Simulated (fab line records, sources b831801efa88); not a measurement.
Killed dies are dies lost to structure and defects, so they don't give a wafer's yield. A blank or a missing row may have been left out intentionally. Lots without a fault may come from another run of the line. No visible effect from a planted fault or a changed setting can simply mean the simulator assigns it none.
fab line records + flow gf180mcu
record
- lots=5
- wafers=15
- last-day=34
route steps=602 shown NSD@247 PSD@248
lots untouched by any fault: they come from a run of this same line in which no faults occurred
start-h: hours from the record's first day to the start of the lot's first wafer shown + wait-h: hours elapsed since this lot's preceding step + " identical to the entry in the row above + L1.1+2: a single row standing in for several wafers + - value missing, or start not given + * or withheld: withheld + < > ~ a bound
route shown NAME@n: a module of which the file shows steps, and the number in the route of the first + usual: the fault-free wafers' mean and standard deviation + same: alike in all rows + chamber/n: place in a boat + sites: readings site by site + _std_site: how widely they spread, as a standard deviation + _edge_site: mean of outer sites minus mean of inner sites + radius-mm: for every site, how far away it sits from the centre of the wafer + mask NAME#n: copy n + behind: the most recent tool/chamber to have shaped the wafer + hold: the reason the lot was held/the length of the hold in hours/how it ended + device: which transistor (n, p or np) failed to switch + end of line: the same wafers' tests at the end of the route + a step given without rows: its recipe and nothing more + killed: not the wafer's yield, but the dies lost to structure and defects at the first sort + map: shows each die of a wafer: x if killed, . if not, _ if none is there
set.NAME: the setting the step ran with; set.NAME@STEP: the setting that earlier step ran with + model.NAME: the simulator's own value behind a step, which no gauge read
a table for each step, a row for each wafer; lots at some steps of the route
services: the hour from which a tool's chamber was out of use, counted from the record's first day as start-h (under 0 if before that day), plus the number of hours and why
## steps
# step GF_NSD_TW_MEAS_12
# usual
- NSD_TW=4237/30
| lot.wafer | tool          | chamber | start-h | wait-h | NSD_TW |
|-----------|---------------|---------|---------|--------|--------|
| L077.1    | film-metro-01 | -       | 327.18  | 0.1    | 4223   |
| L077.3    | "             | -       | "       | "      | 4246   |
| L077.4    | "             | -       | "       | "      | 4206   |
| L080.1    | film-metro-01 | -       | 347.77  | 0.1    | 4235   |
| L080.2    | "             | -       | "       | "      | 4234   |
| L080.5    | "             | -       | "       | "      | 4256   |
| L083.4    | film-metro-04 | -       | 374.04  | 0.1    | 4253   |
| L083.5    | "             | -       | "       | "      | 4236   |
| L083.6    | "             | -       | "       | "      | 4232   |
| L086.2    | film-metro-04 | -       | 395.24  | 0.1    | 4260   |
| L086.4    | "             | -       | "       | "      | 4246   |
| L086.6    | "             | -       | "       | "      | 4243   |
| L095.2    | film-metro-02 | -       | 469.09  | 0.1    | 4224   |
| L095.4    | "             | -       | "       | "      | 4249   |
| L095.5    | "             | -       | "       | "      | 4250   |
# step GF_PSD_DEHYDRATE_00
# recipe
- temp-c=200
- time-s=60
# usual
- chill-plate-temp-C=23.01/0.11
- resist-line-temp-C=23.03/0.1
# same
- time-s=60
| lot.wafer | tool           | chamber | start-h | wait-h | chill-plate-temp-C | resist-line-temp-C |
|-----------|----------------|---------|---------|--------|--------------------|--------------------|
| L077.1    | litho-track-01 | 0       | 337.47  | 10.3   | 22.96              | 23.05              |
| L077.3    | "              | 0       | "       | "      | 23.03              | 22.97              |
| L077.4    | "              | 0       | "       | "      | 22.93              | 22.99              |
| L080.1    | litho-track-01 | 0       | 358.07  | 10.3   | 22.95              | 22.97              |
| L080.2    | "              | 0       | "       | "      | 23.06              | 22.91              |
| L080.5    | "              | 0       | "       | "      | 23.03              | 22.84              |
| L083.4    | litho-track-01 | 0       | 384.60  | 10.5   | 23.03              | 23.10              |
| L083.5    | "              | 0       | "       | "      | 22.89              | 23.10              |
| L083.6    | "              | 0       | "       | "      | 23.06              | 23.14              |
| L086.2    | litho-track-04 | 0       | 406.23  | 11.0   | 23.10              | 23.03              |
| L086.4    | "              | 0       | "       | "      | 22.92              | 23.15              |
| L086.6    | "              | 0       | "       | "      | 23.22              | 23.16              |
| L095.2    | litho-track-01 | 0       | 480.55  | 11.4   | 23.10              | 23.04              |
| L095.4    | "              | 0       | "       | "      | 22.97              | 23.07              |
| L095.5    | "              | 0       | "       | "      | 23.09              | 23.20              |
# step GF_PSD_HMDS_01
# recipe
- prime-time-s=60
- prime-temp-c=120
# usual
- chill-plate-temp-C=23.01/0.12
- resist-line-temp-C=23.02/0.1
| lot.wafer | tool           | chamber | start-h | wait-h | chill-plate-temp-C | resist-line-temp-C |
|-----------|----------------|---------|---------|--------|--------------------|--------------------|
| L077.1    | litho-track-01 | 0       | 337.62  | 0.1    | 23.03              | 22.98              |
| L077.3    | "              | 0       | "       | "      | 23.02              | 22.99              |
| L077.4    | "              | 0       | "       | "      | 22.88              | 23.04              |
| L080.1    | litho-track-01 | 0       | 358.22  | 0.1    | 23.04              | 23.17              |
| L080.2    | "              | 0       | "       | "      | 22.92              | 23.09              |
| L080.5    | "              | 0       | "       | "      | 22.93              | 23.14              |
| L083.4    | litho-track-01 | 0       | 384.75  | 0.1    | 23.11              | 23.00              |
| L083.5    | "              | 0       | "       | "      | 23.22              | 23.01              |
| L083.6    | "              | 0       | "       | "      | 23.25              | 22.87              |
| L086.2    | litho-track-04 | 0       | 406.38  | 0.1    | 23.11              | 23.00              |
| L086.4    | "              | 0       | "       | "      | 23.18              | 22.79              |
| L086.6    | "              | 0       | "       | "      | 23.02              | 23.00              |
| L095.2    | litho-track-01 | 0       | 480.70  | 0.1    | 22.98              | 22.82              |
| L095.4    | "              | 0       | "       | "      | 23.04              | 22.95              |
| L095.5    | "              | 0       | "       | "      | 23.07              | 22.86              |
# step GF_PSD_COAT_02
# recipe
- resist=NOVOLAK
- spin-rpm=2930
- resist-thk-nm=1000
# usual
- chill-plate-temp-C=23.01/0.1
- resist-line-temp-C=23.00/0.098
- spin-speed-rpm=2930.1/2
| lot.wafer | tool           | chamber | start-h | wait-h | chill-plate-temp-C | resist-line-temp-C | spin-speed-rpm |
|-----------|----------------|---------|---------|--------|--------------------|--------------------|----------------|
| L077.1    | litho-track-01 | 0       | 337.77  | 0.1    | 22.99              | 22.94              | 2929.5         |
| L077.3    | "              | 0       | "       | "      | 22.94              | 23.16              | 2927.8         |
| L077.4    | "              | 0       | "       | "      | 23.00              | 23.13              | 2929.7         |
| L080.1    | litho-track-01 | 0       | 358.37  | 0.1    | 23.03              | 23.08              | 2930.4         |
| L080.2    | "              | 0       | "       | "      | 22.98              | 23.18              | 2928.9         |
| L080.5    | "              | 0       | "       | "      | 23.02              | 22.80              | 2929.1         |
| L083.4    | litho-track-01 | 0       | 384.90  | 0.1    | 23.24              | 22.94              | 2928.5         |
| L083.5    | "              | 0       | "       | "      | 23.16              | 22.95              | 2929.2         |
| L083.6    | "              | 0       | "       | "      | 23.13              | 22.87              | 2930.1         |
| L086.2    | litho-track-04 | 0       | 406.53  | 0.1    | 23.08              | 22.81              | 2935.6         |
| L086.4    | "              | 0       | "       | "      | 23.19              | 22.84              | 2930.9         |
| L086.6    | "              | 0       | "       | "      | 22.94              | 22.89              | 2929.2         |
| L095.2    | litho-track-01 | 0       | 480.85  | 0.1    | 23.03              | 22.95              | 2927.1         |
| L095.4    | "              | 0       | "       | "      | 23.12              | 23.01              | 2932.5         |
| L095.5    | "              | 0       | "       | "      | 22.88              | 22.92              | 2932.8         |
# step GF_PSD_SOFTBAKE_03
# recipe
- temp-c=90
- time-s=60
- resist=NOVOLAK
# usual
- chill-plate-temp-C=23.02/0.099
- resist-line-temp-C=22.97/0.096
# same
- time-s=60
| lot.wafer | tool           | chamber | start-h | wait-h | chill-plate-temp-C | resist-line-temp-C |
|-----------|----------------|---------|---------|--------|--------------------|--------------------|
| L077.1    | litho-track-01 | 0       | 337.92  | 0.1    | 22.93              | 23.02              |
| L077.3    | "              | 0       | "       | "      | 22.91              | 22.92              |
| L077.4    | "              | 0       | "       | "      | 22.84              | 22.98              |
| L080.1    | litho-track-01 | 0       | 358.52  | 0.1    | 22.91              | 23.04              |
| L080.2    | "              | 0       | "       | "      | 22.95              | 22.99              |
| L080.5    | "              | 0       | "       | "      | 23.02              | 23.11              |
| L083.4    | litho-track-01 | 0       | 385.05  | 0.1    | 23.10              | 23.05              |
| L083.5    | "              | 0       | "       | "      | 22.97              | 22.91              |
| L083.6    | "              | 0       | "       | "      | 22.96              | 23.04              |
| L086.2    | litho-track-04 | 0       | 406.68  | 0.1    | 23.12              | 22.99              |
| L086.4    | "              | 0       | "       | "      | 22.98              | 22.93              |
| L086.6    | "              | 0       | "       | "      | 23.06              | 22.78              |
| L095.2    | litho-track-01 | 0       | 481.00  | 0.1    | 22.86              | 22.96              |
| L095.4    | "              | 0       | "       | "      | 23.03              | 22.93              |
| L095.5    | "              | 0       | "       | "      | 22.93              | 22.80              |
# step GF_PSD_EXPOSE_04
# recipe
- mask-id=Pplus
- target-cd-nm=400
- na=0.6
- source-shape=conventional
- sigma-outer=0.6
- dose-mj=140
# usual
- exposure-dose-mJ-cm2=139.98/0.12
| lot.wafer | tool             | chamber | start-h | wait-h | mask    | exposure-dose-mJ-cm2 |
|-----------|------------------|---------|---------|--------|---------|----------------------|
| L077.1    | iline-stepper-01 | 0       | -       | -      | Pplus#0 | 139.99               |
| L077.3    | "                | 0       | "       | "      | Pplus#0 | 140.05               |
| L077.4    | "                | 0       | "       | "      | Pplus#0 | 139.94               |
| L080.1    | iline-stepper-02 | 0       | -       | -      | Pplus#0 | 139.93               |
| L080.2    | "                | 0       | "       | "      | Pplus#0 | 140.00               |
| L080.5    | "                | 0       | "       | "      | Pplus#0 | 140.12               |
| L083.4    | iline-stepper-02 | 0       | -       | -      | Pplus#0 | 139.96               |
| L083.5    | "                | 0       | "       | "      | Pplus#0 | 140.13               |
| L083.6    | "                | 0       | "       | "      | Pplus#0 | 139.91               |
| L086.2    | iline-stepper-01 | 0       | -       | -      | Pplus#0 | 140.05               |
| L086.4    | "                | 0       | "       | "      | Pplus#0 | 139.85               |
| L086.6    | "                | 0       | "       | "      | Pplus#0 | 140.08               |
| L095.2    | iline-stepper-02 | 0       | -       | -      | Pplus#0 | 140.12               |
| L095.4    | "                | 0       | "       | "      | Pplus#0 | 140.19               |
| L095.5    | "                | 0       | "       | "      | Pplus#0 | 140.12               |
# step GF_PSD_PEB_05
# recipe
- temp-c=withheld
- time-s=*
- resist=NOVOLAK
# usual
- chill-plate-temp-C=*
- resist-line-temp-C=*
# same
- time-s=*
| lot.wafer | tool           | chamber | start-h | wait-h | chill-plate-temp-C | resist-line-temp-C |
|-----------|----------------|---------|---------|--------|--------------------|--------------------|
| L077.1    | litho-track-01 | 0       | -       | -      | *                  | *                  |
| L077.3    | "              | 0       | "       | "      | *                  | *                  |
| L077.4    | "              | 0       | "       | "      | *                  | *                  |
| L080.1    | litho-track-03 | 0       | -       | -      | *                  | *                  |
| L080.2    | "              | 0       | "       | "      | *                  | *                  |
| L080.5    | "              | 0       | "       | "      | *                  | *                  |
| L083.4    | litho-track-03 | 0       | -       | -      | *                  | *                  |
| L083.5    | "              | 0       | "       | "      | *                  | *                  |
| L083.6    | "              | 0       | "       | "      | *                  | *                  |
| L086.2    | litho-track-04 | 0       | -       | -      | *                  | *                  |
| L086.4    | "              | 0       | "       | "      | *                  | *                  |
| L086.6    | "              | 0       | "       | "      | *                  | *                  |
| L095.2    | litho-track-04 | 0       | -       | -      | *                  | *                  |
| L095.4    | "              | 0       | "       | "      | *                  | *                  |
| L095.5    | "              | 0       | "       | "      | *                  | *                  |
# step GF_PSD_DEVELOP_06
# recipe
- develop-time-s=60
- dev-temp-c=23
# usual
- chill-plate-temp-C=23.01/0.099
- resist-line-temp-C=23.02/0.1
| lot.wafer | tool           | chamber | start-h | wait-h | chill-plate-temp-C | resist-line-temp-C |
|-----------|----------------|---------|---------|--------|--------------------|--------------------|
| L077.1    | litho-track-01 | 0       | 348.42  | 0.1    | 23.12              | 23.11              |
| L077.3    | "              | 0       | "       | "      | 22.98              | 23.23              |
| L077.4    | "              | 0       | "       | "      | 22.91              | 23.11              |
| L080.1    | litho-track-03 | 0       | 369.23  | 0.1    | 23.07              | 23.07              |
| L080.2    | "              | 0       | "       | "      | 22.95              | 23.01              |
| L080.5    | "              | 0       | "       | "      | 23.11              | 22.89              |
| L083.4    | litho-track-03 | 0       | 396.50  | 0.1    | 23.07              | 23.15              |
| L083.5    | "              | 0       | "       | "      | 22.98              | 23.16              |
| L083.6    | "              | 0       | "       | "      | 23.13              | 23.03              |
| L086.2    | litho-track-04 | 0       | 418.23  | 0.1    | 22.92              | 23.12              |
| L086.4    | "              | 0       | "       | "      | 23.08              | 23.06              |
| L086.6    | "              | 0       | "       | "      | 23.13              | 23.16              |
| L095.2    | litho-track-04 | 0       | 492.58  | 0.1    | 23.11              | 23.03              |
| L095.4    | "              | 0       | "       | "      | 23.16              | 23.03              |
| L095.5    | "              | 0       | "       | "      | 23.18              | 22.89              |
# step GF_PSD_CD_MEAS_07
# recipe
- target-cd-nm=400
# usual
- cd-nm=398.2/2.1
| lot.wafer | tool      | chamber | start-h | wait-h | cd-nm |
|-----------|-----------|---------|---------|--------|-------|
| L077.1    | cd-sem-02 | -       | 348.57  | 0.1    | 394.7 |
| L077.3    | "         | -       | "       | "      | 395.2 |
| L077.4    | "         | -       | "       | "      | 393.5 |
| L080.1    | cd-sem-01 | -       | 369.38  | 0.1    | 397.7 |
| L080.2    | "         | -       | "       | "      | 397.5 |
| L080.5    | "         | -       | "       | "      | 395.8 |
| L083.4    | cd-sem-02 | -       | 396.64  | 0.1    | 397.3 |
| L083.5    | "         | -       | "       | "      | 399.5 |
| L083.6    | "         | -       | "       | "      | 399.0 |
| L086.2    | cd-sem-01 | -       | 418.37  | 0.1    | 397.1 |
| L086.4    | "         | -       | "       | "      | 399.6 |
| L086.6    | "         | -       | "       | "      | 396.7 |
| L095.2    | cd-sem-01 | -       | 492.72  | 0.1    | 398.1 |
| L095.4    | "         | -       | "       | "      | 398.5 |
| L095.5    | "         | -       | "       | "      | 399.5 |
## services
| tool             | chamber | start-h | hours | kind   |
|------------------|---------|---------|-------|--------|
| iline-stepper-01 | -       | 416.49  | 16.7  | repair |
| iline-stepper-02 | -       | 442.99  | 1.7   | pm     |
| iline-stepper-01 | -       | 456.67  | 1.7   | pm     |
## key
fault none
